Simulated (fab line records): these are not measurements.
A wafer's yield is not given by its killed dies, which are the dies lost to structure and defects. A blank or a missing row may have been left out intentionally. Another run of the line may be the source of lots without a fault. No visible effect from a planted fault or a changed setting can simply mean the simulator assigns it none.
A single fault, viewed from 2 desks | flow sky130 | each desk has only its own numbers; what lay behind them comes last

## METROLOGY DESK
What the gauges read for every lot (on any tool): the sampled wafers with a number, averaged. If a lot's mean is further than 4 standard deviations from the usual mean, the lot is out of limits and carries the mark OUT (the distance appears in the brackets).
Columns: A = PAD_OPEN_BOW at SKY_PAD_OPEN_BOW_MEAS_13, usual 48 um
lot  | first seen here | A
L473 | day 46 22:53    | 57
L469 | day 46 22:57    | 53
L471 | day 46 23:46    | 51
L476 | day 47 00:20    | 51
L475 | day 47 01:15    | 54
L478 | day 47 21:07    | 58
L482 | day 51 11:25    | 50
L480 | day 51 12:55    | 51
L489 | day 51 15:18    | 45
L491 | day 51 17:08    | 53
L492 | day 51 18:10    | 50
This desk's verdict: no lot among the 11 shows anything out of limits.

## TOOL OWNER'S DESK, rie_metal-04
The tool's own readings at SKY_METAL3_ETCH_16 (etches BARC in N2/H2, stops on SiO2, time 88.2 s, target depth 60 nm): means of the sampled wafers that have a number, for each lot that ran on this tool. If a lot's mean is further than 4 standard deviations from the usual mean, the lot is out of limits and carries the mark OUT (the distance appears in the brackets).
Columns: A = drypump_motor_current_A at SKY_METAL3_ETCH_16, usual 5.9 A; B = oes_product_au at SKY_METAL3_ETCH_16, usual 0.626 a.u.; C = throttle_valve_pct at SKY_METAL3_ETCH_16, usual 13.205 %
lot  | first seen here | A   | B     | C
L471 | day 39 14:46    | 5.7 | 0.626 | 13.205
L476 | day 39 16:43    | 5.7 | 0.626 | 13.211
L478 | day 40 20:07    | 5.7 | 0.625 | 13.206
L482 | day 45 08:41    | 6.2 | 0.628 | 13.196
L480 | day 45 10:08    | 6.2 | 0.626 | 13.213
This desk's verdict: no lot among the 5 shows anything out of limits.

## TAKEN TOGETHER
The metrology desk saw nothing out of limits.
The tool owner's desk saw nothing out of limits.

## WHAT WAS PUT IN BY THE SIMULATOR
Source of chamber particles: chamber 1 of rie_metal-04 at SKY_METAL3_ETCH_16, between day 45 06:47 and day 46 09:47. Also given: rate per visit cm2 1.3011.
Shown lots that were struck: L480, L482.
